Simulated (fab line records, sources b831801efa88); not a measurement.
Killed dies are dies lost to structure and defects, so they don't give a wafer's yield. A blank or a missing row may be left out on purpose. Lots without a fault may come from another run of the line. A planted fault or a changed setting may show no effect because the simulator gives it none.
A struck lot beside a sound one | flow sky130 | 15 steps out of a route of 708
Sound: wafers L775.1, L775.2, L775.6. Struck: wafers L783.1, L783.2, L783.4. The cause comes at the end.
At each step with rows: each side's tool, then ch and its chambers, then its first start. Under that, the readings that differ: sound wafers | struck wafers | difference of the means | sigmas: that difference in standard deviations of wafers without a fault.
alike: readings whose means differ by less than 2 such deviations, and words and numbers that are the same on both sides. not compared: withheld readings, readings that some wafer has no value for, bounds like >300 that may hide the same value, and numbers for which the record gives no deviation and whose values overlap.
The two part at a step that has a row with sigmas, a row that says differs or no value, or rows on one side only. Numbers that don't overlap but have no deviation are shown without sigmas and don't part them. A reading that every wafer of one side lacks parts them only if that side has two wafers or more.

SKY_VIA1_OVL_MEAS_13:
  sound on overlay-02, day 37 02:45; struck on overlay-02, day 39 10:18
  alike: VIA1_OVL
SKY_VIA1_ETCH_14: etches BARC in N2/H2, stops on SiO2, time 45.9 s, target depth 60 nm.
  sound on rie_diel-01 ch 2,3, day 37 02:47; struck on rie_diel-03 ch 1,2,3, day 39 10:20
  reading                     | sound       | struck      | difference | sigmas
  drypump_motor_current_A (A) | 6.3 6.2 6.3 | 5.1 6.1 4.9 | -0.9       | -2
  alike: oes_product_au, throttle_valve_pct
  not compared: rf_hours_counter_h
SKY_VIA1_ETCH_15: etches SiO2 in C4F8/O2/Ar, stops on TiN, target depth 351 nm, time 54 s.
  sound on rie_diel-01 ch 2,3, day 37 02:50; struck on rie_diel-03 ch 1,2,3, day 39 10:23
  alike: oes_product_au
  not compared: rf_hours_counter_h
then, 5 steps without rows for these wafers: SKY_VIA1_STRIP_16 (strips in O2/N2); SKY_VIA1_STRIP_17 (strips in post etch residue remover, time 1200 s); SKY_VIA1_CLEAN_18 (cleans in IPA, time 180 s); SKY_VIA1_CLEAN_19 (cleans in O3/DIW); SKY_VIA1_SPUTTER_20 (material TiN, target thk 20 nm, time 80 s).
SKY_VIA1_CVD_21: deposits W, target thk 270 nm, time 80.902 s.
  sound on cvd_w-01 ch 0,1, day 37 03:32; struck on cvd_w-01 ch 0,1, day 39 11:05
  alike: heater_power_w
SKY_VIA1_RS_MEAS_22: measures by four-point-probe.
  sound on film_metro-01, day 37 03:37; struck on film_metro-04, day 39 11:10
  alike: VIA1_W_RS
SKY_VIA1_THK_MEAS_23: measures by xrf.
  sound on film_metro-01, day 37 03:44; struck on film_metro-04, day 39 11:17
  alike: VIA1_W_THK
SKY_VIA1_CMP_24: polishes, stops on SiO2, t overpolish 15 s, target thk 0 nm.
  sound on cmp-02 ch 0,1,2, day 37 03:48; struck on cmp-01 ch 0,2,3, day 39 11:21
  alike: head_pressure_psi, motor_current_A, overpolish_run_s, time_to_endpoint_s
SKY_METAL2_SPUTTER_00: material Ti, target thk 15 nm, time 10 s.
  sound on pvd_sputter-02, day 37 04:06; struck on pvd_sputter-01, day 39 11:39
  reading                                   | sound            | struck            | difference | sigmas
  model.Ti_of_METAL2_SPUTTER_00.thk_nm (nm) | 14.9 15.06 14.86 | 14.03 13.96 14.06 | -0.92      |
  alike: throttle_valve_pct
SKY_METAL2_SPUTTER_01: material TiN, target thk 20 nm, time 16.7 s.
  sound on pvd_sputter-02, day 37 04:08; struck on pvd_sputter-01, day 39 11:41
  alike: throttle_valve_pct
then, 1 step without rows for these wafers: SKY_PAD_OPEN_PROBE_99.

WHERE THEY PART
Only at SKY_VIA1_ETCH_14, within this record. Later steps at which nothing parts them and some readings are alike: SKY_VIA1_ETCH_15, SKY_VIA1_CVD_21, SKY_VIA1_RS_MEAS_22, SKY_VIA1_THK_MEAS_23, SKY_VIA1_CMP_24, SKY_METAL2_SPUTTER_00, SKY_METAL2_SPUTTER_01.

WHY: what the simulator had put in
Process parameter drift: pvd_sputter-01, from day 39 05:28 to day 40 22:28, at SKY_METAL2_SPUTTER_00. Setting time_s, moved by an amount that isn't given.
